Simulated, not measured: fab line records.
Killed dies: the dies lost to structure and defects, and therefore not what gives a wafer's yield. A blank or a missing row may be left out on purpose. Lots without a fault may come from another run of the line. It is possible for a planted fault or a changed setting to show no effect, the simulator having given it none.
Chamber matching :: flow sky130 :: SKY_CONTACT_CMP_27 on cmp-01: 4 sister chambers
The step polishes, stops on SiO2, t overpolish 15 s, target thk 0 nm. 4 wafers are shown with their chamber, then 12 later ones without.

WAFERS, EACH WITH ITS CHAMBER
wafer: L085.4
chamber: 0
motor_current_A (A): 11.3

wafer: L093.1
chamber: 2
motor_current_A (A): 10.9

wafer: L093.3
chamber: 1
motor_current_A (A): 10.9

wafer: L093.4
chamber: 3
motor_current_A (A): 13.6

WAFERS WITH NO CHAMBER GIVEN
wafer: L094.3
motor_current_A (A): 10.6

wafer: L094.4
motor_current_A (A): 11.3

wafer: L094.6
motor_current_A (A): 10.9

wafer: L095.4
motor_current_A (A): 13.5

wafer: L095.5
motor_current_A (A): 11.2

wafer: L095.6
motor_current_A (A): 11.5

wafer: L096.1
motor_current_A (A): 10.9

wafer: L096.2
motor_current_A (A): 11.7

wafer: L096.3
motor_current_A (A): 14.2

wafer: L097.3
motor_current_A (A): 11.3

wafer: L097.5
motor_current_A (A): 10.5

wafer: L097.6
motor_current_A (A): 10.8

THE CHAMBER EACH PASSED THROUGH
wafer: L094.3
from the rows above: can't be placed: 1 or 2 or 0
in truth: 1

wafer: L094.4
from the rows above: can't be placed: 0 or 1 or 2
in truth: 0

wafer: L094.6
from the rows above: can't be placed: 1 or 2 or 0
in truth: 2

wafer: L095.4
from the rows above: 3
in truth: 3

wafer: L095.5
from the rows above: can't be placed: 0 or 1 or 2
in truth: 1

wafer: L095.6
from the rows above: can't be placed: 0 or 1 or 2
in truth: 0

wafer: L096.1
from the rows above: can't be placed: 1 or 2 or 0
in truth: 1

wafer: L096.2
from the rows above: can't be placed: 0 or 1 or 2
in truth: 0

wafer: L096.3
from the rows above: 3
in truth: 3

wafer: L097.3
from the rows above: can't be placed: 0 or 1 or 2
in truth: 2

wafer: L097.5
from the rows above: can't be placed: 1 or 2 or 0
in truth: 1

wafer: L097.6
from the rows above: can't be placed: 1 or 2 or 0
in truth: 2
Correctly placed: 2 of 12. Not placeable from these rows: 10 (in 10, the candidates include the true chamber). 0 placed wrongly.
How it was worked out, from the rows above alone: a wafer's distance from a chamber is the root of the sum, over the readings, of the square of ((its reading less the chamber's mean) divided by the reading's scatter). The wafer belongs to the nearest chamber; if the next one is less than 2 further off, it can't be placed. For every chamber, the mean is computed from those of its wafers that are shown. The scatter: with one shown wafer a chamber, the root of the mean of the squares of how far each hidden wafer lies from its nearest shown one.
